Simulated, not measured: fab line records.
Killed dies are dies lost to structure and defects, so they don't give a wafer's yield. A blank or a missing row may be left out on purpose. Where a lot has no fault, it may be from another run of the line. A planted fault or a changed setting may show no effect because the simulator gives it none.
fab line records | flow sky130
record: lots: 13 | wafers: 39 | lastDay: 50
route steps=708 shown VIA1@470 METAL2@487
lots that met no fault: from a run of the same line without faults
startH: hours from the record's first day to the start of the lot's first wafer shown | waitH: hours from the lot's prior step to this one | " unchanged from the row above | L1.1+2: several wafers, shown together as one row | - no value present, or no start provided | * or withheld: withheld | < > ~ a bound
route shown NAME@n: names a module that has steps shown in the file, with the first one's number in the route | usual: mean/standard deviation of fault-free wafers | same: alike in all rows | chamber/n: place in a boat | sites: per-site readings | _std_site: how widely they spread, as a standard deviation | _edge_site: mean of outer sites minus mean of inner sites | radiusMm: for every site, how far away it sits from the centre of the wafer | mask NAME#n: copy n | behind: the last tool/chamber to shape the wafer | hold: the reason the lot was held/the length of the hold in hours/how it ended | device: transistor that didn't switch, given as n, p or np | end of line: the same wafers' tests at the end of the route | step lacking rows: just its recipe | killed: at the first sort, the dies lost to defects and structure; wafer yield is something else | map: a wafer's dies, x killed, . not, _ none there
set.NAME: setting as actually run; set.NAME@STEP: the setting as run at that earlier step | model.NAME: the simulator's own value behind a step, which no gauge read
route steps across a sampled set of lots; one table per step, one row per wafer
services: when a tool's chamber went out of use (startH, in hours from the record's first day, below 0 if earlier), for how many hours, and the reason
== steps ==
step: SKY_VIA1_CD_MEAS_12
recipe: targetCdNm: 150
usual: cdNm: 149.3/1.6
lot.wafer | tool     | chamber | startH | waitH | cdNm
L990.3    | cdSem-01 | -       | 799.03 | -     | 150.9
L990.5    | "        | -       | "      | "     | 149.8
L990.6    | "        | -       | "      | "     | 149.0
L991.2    | cdSem-01 | -       | 802.56 | -     | 151.7
L991.4    | "        | -       | "      | "     | 151.6
L991.6    | "        | -       | "      | "     | 149.6
L993.2    | cdSem-01 | -       | 823.03 | -     | 149.0
L993.4    | "        | -       | "      | "     | 149.0
L993.5    | "        | -       | "      | "     | 149.4
L995.1    | cdSem-01 | -       | 837.61 | -     | 146.1
L995.3    | "        | -       | "      | "     | 146.9
L995.5    | "        | -       | "      | "     | 147.3
L994.1    | cdSem-01 | -       | 847.95 | -     | 147.8
L994.3    | "        | -       | "      | "     | 148.9
L994.4    | "        | -       | "      | "     | 148.2
L996.1    | cdSem-02 | -       | 852.66 | -     | 149.4
L996.2    | "        | -       | "      | "     | 148.6
L996.4    | "        | -       | "      | "     | 148.2
L997.2    | cdSem-02 | -       | 858.43 | -     | 148.3
L997.4    | "        | -       | "      | "     | 148.0
L997.6    | "        | -       | "      | "     | 148.3
L998.3    | cdSem-02 | -       | 866.30 | -     | 148.4
L998.4    | "        | -       | "      | "     | 148.1
L998.5    | "        | -       | "      | "     | 147.9
L999.3    | cdSem-02 | -       | 872.88 | -     | 150.0
L999.4    | "        | -       | "      | "     | 149.2
L999.5    | "        | -       | "      | "     | 150.7
L100.2    | cdSem-02 | -       | 877.76 | -     | 150.5
L100.3    | "        | -       | "      | "     | 150.4
L100.4    | "        | -       | "      | "     | 148.3
L101.4    | cdSem-02 | -       | 885.20 | -     | 150.4
L101.5    | "        | -       | "      | "     | 148.9
L101.6    | "        | -       | "      | "     | 150.2
L106.2    | cdSem-02 | -       | 922.36 | -     | 146.4
L106.3    | "        | -       | "      | "     | 147.3
L106.5    | "        | -       | "      | "     | 147.2
L112.2    | cdSem-01 | -       | 958.38 | -     | 147.4
L112.3    | "        | -       | "      | "     | 149.6
L112.6    | "        | -       | "      | "     | 149.1
step: SKY_VIA1_RS_MEAS_22
recipe: thkMeasGauge: four-point-probe | reads: W_of_VIA1_CVD_21+TiN_of_VIA1_SPUTTER_20
usual: VIA1_W_RS: 0.422/0.0052
lot.wafer | tool         | chamber | startH | waitH | VIA1_W_RS[ohm/sq]
L990.3    | filmMetro-04 | -       | 800.05 | 0.1   | 0.419
L990.5    | "            | -       | "      | "     | 0.418
L990.6    | "            | -       | "      | "     | 0.426
L991.2    | filmMetro-04 | -       | 803.68 | 0.1   | 0.427
L991.4    | "            | -       | "      | "     | 0.426
L991.6    | "            | -       | "      | "     | 0.426
L993.2    | filmMetro-04 | -       | 824.03 | 0.1   | 0.423
L993.4    | "            | -       | "      | "     | 0.414
L993.5    | "            | -       | "      | "     | 0.421
L995.1    | filmMetro-04 | -       | 838.69 | 0.1   | 0.414
L995.3    | "            | -       | "      | "     | 0.418
L995.5    | "            | -       | "      | "     | 0.426
L994.1    | filmMetro-01 | -       | 849.15 | 0.1   | 0.425
L994.3    | "            | -       | "      | "     | 0.421
L994.4    | "            | -       | "      | "     | 0.425
L996.1    | filmMetro-02 | -       | 854.05 | 0.1   | 0.419
L996.2    | "            | -       | "      | "     | 0.420
L996.4    | "            | -       | "      | "     | 0.418
L997.2    | filmMetro-04 | -       | 859.46 | 0.1   | 0.423
L997.4    | "            | -       | "      | "     | 0.423
L997.6    | "            | -       | "      | "     | 0.421
L998.3    | filmMetro-01 | -       | 867.73 | 0.1   | 0.420
L998.4    | "            | -       | "      | "     | 0.427
L998.5    | "            | -       | "      | "     | 0.429
L999.3    | filmMetro-02 | -       | 873.88 | 0.1   | 0.422
L999.4    | "            | -       | "      | "     | 0.422
L999.5    | "            | -       | "      | "     | 0.422
L100.2    | filmMetro-02 | -       | 878.78 | 0.1   | 0.421
L100.3    | "            | -       | "      | "     | 0.429
L100.4    | "            | -       | "      | "     | 0.421
L101.4    | filmMetro-01 | -       | 886.19 | 0.1   | 0.432
L101.5    | "            | -       | "      | "     | 0.434
L101.6    | "            | -       | "      | "     | 0.431
L106.2    | filmMetro-04 | -       | 923.38 | 0.1   | 0.421
L106.3    | "            | -       | "      | "     | 0.417
L106.5    | "            | -       | "      | "     | 0.419
L112.2    | filmMetro-04 | -       | 959.41 | 0.1   | 0.426
L112.3    | "            | -       | "      | "     | 0.425
L112.6    | "            | -       | "      | "     | 0.417
step: SKY_METAL2_SPUTTER_04
recipe: material: TiN | targetThkNm: 70 | powerW: 6500 | timeS: 58.3 | chamberPressurePa: 0.4
usual: throttleValvePct: 30.2/0.92
lot.wafer | tool          | chamber | startH | waitH | throttleValvePct
L990.3    | pvdSputter-01 | -       | 800.58 | 0.0   | 31.2
L990.5    | "             | -       | "      | "     | 30.2
L990.6    | "             | -       | "      | "     | 28.6
L991.2    | pvdSputter-01 | -       | 804.23 | 0.0   | 28.3
L991.4    | "             | -       | "      | "     | 30.3
L991.6    | "             | -       | "      | "     | 28.4
L993.2    | pvdSputter-03 | -       | 824.58 | 0.0   | 30.3
L993.4    | "             | -       | "      | "     | 29.8
L993.5    | "             | -       | "      | "     | 30.4
L995.1    | pvdSputter-01 | -       | 839.26 | 0.0   | 28.4
L995.3    | "             | -       | "      | "     | 30.5
L995.5    | "             | -       | "      | "     | 31.0
L994.1    | pvdSputter-01 | -       | 849.72 | 0.0   | 28.6
L994.3    | "             | -       | "      | "     | 30.1
L994.4    | "             | -       | "      | "     | 28.9
L996.1    | pvdSputter-03 | -       | 854.62 | 0.0   | 31.2
L996.2    | "             | -       | "      | "     | 29.9
L996.4    | "             | -       | "      | "     | 30.3
L997.2    | pvdSputter-03 | -       | 860.04 | 0.0   | 30.3
L997.4    | "             | -       | "      | "     | 30.0
L997.6    | "             | -       | "      | "     | 30.3
L998.3    | pvdSputter-01 | -       | 868.26 | 0.0   | 30.4
L998.4    | "             | -       | "      | "     | 28.9
L998.5    | "             | -       | "      | "     | 28.7
L999.3    | pvdSputter-04 | -       | 874.41 | 0.0   | 30.5
L999.4    | "             | -       | "      | "     | 30.5
L999.5    | "             | -       | "      | "     | 30.9
L100.2    | pvdSputter-03 | -       | 879.34 | 0.0   | 30.0
L100.3    | "             | -       | "      | "     | 30.4
L100.4    | "             | -       | "      | "     | 30.5
L101.4    | pvdSputter-01 | -       | 886.70 | 0.0   | 31.3
L101.5    | "             | -       | "      | "     | 31.4
L101.6    | "             | -       | "      | "     | 30.3
L106.2    | pvdSputter-01 | -       | 925.23 | 0.0   | 30.2
L106.3    | "             | -       | "      | "     | 29.3
L106.5    | "             | -       | "      | "     | 29.2
L112.2    | pvdSputter-03 | -       | 959.96 | 0.0   | 30.0
L112.3    | "             | -       | "      | "     | 30.0
L112.6    | "             | -       | "      | "     | 30.2
step: SKY_METAL2_EXPOSE_12
recipe: maskId: MM2 | na: 0.8 | sourceShape: annular | sigmaInner: 0.55 | sigmaOuter: 0.85 | targetCdNm: 140 | doseMj: 28
usual: exposureDoseMJCm2: 27.96/0.031 | reticleTempC: 22.97/0.11
lot.wafer | tool          | chamber | startH | waitH | mask  | exposureDoseMJCm2 | reticleTempC
L990.3    | krfScanner-02 | 0       | 814.92 | -     | MM2#0 | 27.94             | 22.83
L990.5    | "             | 0       | "      | "     | MM2#0 | 27.98             | 22.87
L990.6    | "             | 0       | "      | "     | MM2#0 | 27.95             | 22.81
L991.2    | krfScanner-01 | 0       | 818.46 | -     | MM2#0 | 28.01             | 23.20
L991.4    | "             | 0       | "      | "     | MM2#0 | 28.02             | 23.03
L991.6    | "             | 0       | "      | "     | MM2#0 | 28.05             | 23.19
L993.2    | krfScanner-02 | 0       | 838.46 | -     | MM2#0 | 27.92             | 23.01
L993.4    | "             | 0       | "      | "     | MM2#0 | 27.94             | 22.95
L993.5    | "             | 0       | "      | "     | MM2#0 | 27.94             | 22.91
L995.1    | krfScanner-01 | 0       | 852.11 | -     | MM2#0 | 27.98             | 22.69
L995.3    | "             | 0       | "      | "     | MM2#0 | 27.99             | 22.78
L995.5    | "             | 0       | "      | "     | MM2#0 | 28.01             | 22.85
L994.1    | krfScanner-01 | 0       | 862.26 | -     | MM2#0 | 28.05             | 22.97
L994.3    | "             | 0       | "      | "     | MM2#0 | 27.97             | 22.82
L994.4    | "             | 0       | "      | "     | MM2#0 | 27.98             | 22.84
L996.1    | krfScanner-02 | 0       | 867.91 | -     | MM2#0 | 27.93             | 22.99
L996.2    | "             | 0       | "      | "     | MM2#0 | 27.93             | 22.98
L996.4    | "             | 0       | "      | "     | MM2#0 | 27.93             | 22.89
L997.2    | krfScanner-01 | 0       | 873.41 | -     | MM2#0 | 28.00             | 23.15
L997.4    | "             | 0       | "      | "     | MM2#0 | 27.97             | 22.87
L997.6    | "             | 0       | "      | "     | MM2#0 | 27.98             | 23.06
L998.3    | krfScanner-02 | 0       | 881.03 | -     | MM2#0 | 28.00             | 23.04
L998.4    | "             | 0       | "      | "     | MM2#0 | 27.95             | 23.22
L998.5    | "             | 0       | "      | "     | MM2#0 | 28.00             | 22.94
L999.3    | krfScanner-02 | 0       | 886.90 | -     | MM2#0 | 27.94             | 23.16
L999.4    | "             | 0       | "      | "     | MM2#0 | 27.88             | 23.00
L999.5    | "             | 0       | "      | "     | MM2#0 | 27.88             | 22.91
L100.2    | krfScanner-02 | 0       | 892.46 | -     | MM2#0 | 27.92             | 22.83
L100.3    | "             | 0       | "      | "     | MM2#0 | 27.94             | 23.00
L100.4    | "             | 0       | "      | "     | MM2#0 | 27.97             | 23.02
L101.4    | krfScanner-02 | 0       | 900.45 | -     | MM2#0 | 27.97             | 22.80
L101.5    | "             | 0       | "      | "     | MM2#0 | 27.96             | 22.93
L101.6    | "             | 0       | "      | "     | MM2#0 | 27.92             | 22.92
L106.2    | krfScanner-02 | 0       | 937.23 | -     | MM2#0 | 25.77             | 22.82
L106.3    | "             | 0       | "      | "     | MM2#0 | 25.74             | 23.03
L106.5    | "             | 0       | "      | "     | MM2#0 | 25.76             | 22.99
L112.2    | krfScanner-01 | 0       | 971.81 | -     | MM2#0 | 28.00             | 23.01
L112.3    | "             | 0       | "      | "     | MM2#0 | 27.97             | 23.07
L112.6    | "             | 0       | "      | "     | MM2#0 | 27.98             | 22.95
step: SKY_METAL2_CD_MEAS_15
recipe: targetCdNm: 140
usual: cdNm: 140.0/1.4
lot.wafer | tool     | chamber | startH | waitH | cdNm
L990.3    | cdSem-01 | -       | 827.28 | -     | 141.8
L990.5    | "        | -       | "      | "     | 140.4
L990.6    | "        | -       | "      | "     | 140.7
L991.2    | cdSem-01 | -       | 831.03 | -     | 141.4
L991.4    | "        | -       | "      | "     | 141.1
L991.6    | "        | -       | "      | "     | 141.0
L993.2    | cdSem-01 | -       | 851.21 | -     | 138.2
L993.4    | "        | -       | "      | "     | 139.6
L993.5    | "        | -       | "      | "     | 139.4
L995.1    | cdSem-02 | -       | 864.71 | -     | 141.4
L995.3    | "        | -       | "      | "     | 141.8
L995.5    | "        | -       | "      | "     | 141.4
L994.1    | cdSem-02 | -       | 875.61 | -     | 140.3
L994.3    | "        | -       | "      | "     | 140.4
L994.4    | "        | -       | "      | "     | 140.6
L996.1    | cdSem-02 | -       | 880.24 | -     | 140.2
L996.2    | "        | -       | "      | "     | 141.3
L996.4    | "        | -       | "      | "     | 140.3
L997.2    | cdSem-01 | -       | 885.38 | -     | 140.7
L997.4    | "        | -       | "      | "     | 141.0
L997.6    | "        | -       | "      | "     | 139.9
L998.3    | cdSem-02 | -       | 893.73 | -     | 138.2
L998.4    | "        | -       | "      | "     | 137.8
L998.5    | "        | -       | "      | "     | 139.2
L999.3    | cdSem-02 | -       | 900.45 | -     | 138.7
L999.4    | "        | -       | "      | "     | 136.4
L999.5    | "        | -       | "      | "     | 137.9
L100.2    | cdSem-02 | -       | 905.08 | -     | 139.6
L100.3    | "        | -       | "      | "     | 138.5
L100.4    | "        | -       | "      | "     | 138.5
L101.4    | cdSem-01 | -       | 912.12 | -     | 141.2
L101.5    | "        | -       | "      | "     | 141.6
L101.6    | "        | -       | "      | "     | 141.2
L106.2    | cdSem-02 | -       | 949.73 | -     | 64.7
L106.3    | "        | -       | "      | "     | 85.6
L106.5    | "        | -       | "      | "     | 123.6
L112.2    | cdSem-02 | -       | 983.98 | -     | 143.4
L112.3    | "        | -       | "      | "     | 143.4
L112.6    | "        | -       | "      | "     | 143.3
== services ==
tool          | chamber | startH | hours | kind
krfScanner-02 | -       | 782.73 | 1.0   | pm
krfScanner-02 | -       | 788.07 | 0.6   | repair
krfScanner-02 | -       | 799.14 | 1.3   | pm
pvdSputter-01 | 0       | 821.00 | -     | consumableReplace:kit
pvdSputter-01 | 0       | 821.00 | 18.0  | scheduledDown
pvdSputter-01 | 0       | 821.00 | 18.0  | ventCycle
pvdSputter-01 | -       | 840.20 | 2.1   | repair
krfScanner-02 | -       | 843.81 | 2.2   | repair
krfScanner-02 | -       | 876.23 | 2.1   | repair
pvdSputter-03 | -       | 888.76 | 3.9   | repair
krfScanner-01 | -       | 902.74 | 3.6   | pm
krfScanner-02 | -       | 906.30 | 0.8   | pm
krfScanner-01 | -       | 907.05 | 1.0   | pm
krfScanner-02 | -       | 914.61 | 9.2   | repair
krfScanner-02 | -       | 921.41 | 0.8   | repair
pvdSputter-01 | -       | 932.96 | 5.0   | repair
krfScanner-02 | 0       | 933.23 | -     | calibration
krfScanner-02 | -       | 935.63 | 0.2   | repair
krfScanner-01 | -       | 937.87 | 0.8   | pm
krfScanner-01 | -       | 938.62 | 1.3   | pm
pvdSputter-01 | -       | 941.20 | 2.6   | repair
krfScanner-02 | -       | 945.33 | 4.0   | pm
krfScanner-02 | -       | 951.64 | 0.9   | repair
krfScanner-02 | -       | 952.54 | 1.0   | pm
== key ==
firstSign: step: SKY_METAL2_EXPOSE_12 | reading: exposureDoseMJCm2 | direction: down | sigmas: 71 | usual: * | struck: *
effect: step: SKY_METAL2_CD_MEAS_15 | reading: cdNm | direction: down | sigmas: 34 | usual: 140.0 | struck: 91.3 | through: controlLoop
metAt SKY_METAL2_EXPOSE_12
struckLots L106
laterRowsLeftOut L106.2,L106.3
sortLeftOut L106.2,L106.3,L106.5
loopTrim: step: SKY_METAL2_EXPOSE_12 | setting: dose | lots: L106
notActingAt SKY_VIA1_CD_MEAS_12,SKY_VIA1_RS_MEAS_22,SKY_METAL2_SPUTTER_04
onsetBetween 900.45 937.23
fault: kind: processParameterDrift | tool: krfScanner-02 | chamber: - | onsetH: 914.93 | steps: SKY_METAL2_EXPOSE_12 | channel: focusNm | offset: 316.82 | spreadByWafer: 0.3 | shape: step | endH: 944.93
sortLeftOut: the simulated sort isn't trusted on such a fault, so these wafers' sort isn't shown, and their yield isn't known
laterRowsLeftOut: the simulator's readings of these wafers behind a module that went badly wrong aren't trusted and aren't shown, but for the sort
loopTrim: a control loop set the setting to another value than it would have without faults
